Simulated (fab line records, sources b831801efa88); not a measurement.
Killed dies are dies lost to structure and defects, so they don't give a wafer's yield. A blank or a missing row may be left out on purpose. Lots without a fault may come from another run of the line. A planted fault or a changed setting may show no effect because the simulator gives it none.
Chamber matching | flow sky130 | SKY_VIA2_CMP_24 on cmp-01: 4 sister chambers
The step polishes, stops on SiO2, t overpolish 20 s, target thk 0 nm. 8 wafers are shown with their chamber, then 9 later ones without.

WAFERS WITH THEIR CHAMBER
wafer  | chamber | motor_current_A (A) | time_to_endpoint_s (s)
L178.3 | 3       | 12.8                | 107
L178.4 | 0       | 11.9                | 94
L178.5 | 2       | 12.8                | 99
L176.1 | 1       | 11.4                | 97
L176.3 | 0       | 11.2                | 100
L176.5 | 1       | 11.8                | 100
L179.3 | 3       | 12.4                | 107
L179.4 | 2       | 12.9                | 105

WAFERS WITHOUT THEIR CHAMBER
wafer  | motor_current_A (A) | time_to_endpoint_s (s)
L179.5 | 11.6                | 107
L181.2 | 10.9                | 95
L181.3 | 13.1                | 102
L181.5 | 11.7                | 96
L184.1 | 13.2                | 100
L184.4 | 11.4                | 96
L184.6 | 12.2                | 102
L182.2 | 12.7                | 99
L182.4 | 12.0                | 98

WHICH CHAMBER EACH WENT THROUGH
wafer  | from the rows above               | in truth
L179.5 | can't be placed: 1 or 3 or 0 or 2 | 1
L181.2 | can't be placed: 0 or 1           | 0
L181.3 | can't be placed: 2 or 3           | 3
L181.5 | can't be placed: 0 or 1           | 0
L184.1 | can't be placed: 2 or 3           | 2
L184.4 | can't be placed: 0 or 1           | 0
L184.6 | can't be placed: 3 or 2 or 1 or 0 | 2
L182.2 | can't be placed: 2 or 3           | 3
L182.4 | can't be placed: 1 or 0 or 2      | 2
Placed correctly: 0 of 9. Can't be placed from these rows: 9 (the true chamber is among the candidates in 9). Placed wrongly: 0.
How it was worked out, from the rows above alone: a wafer's distance from a chamber is the root of the sum, over the readings, of the square of ((its reading less the chamber's mean) divided by the reading's scatter). The wafer belongs to the nearest chamber; if the next one is less than 2 further off, it can't be placed. A chamber's mean is the mean of its shown wafers. The scatter: the root of (the sum of the squares of (reading less its chamber's mean) over the shown wafers, divided by (wafers less chambers)).
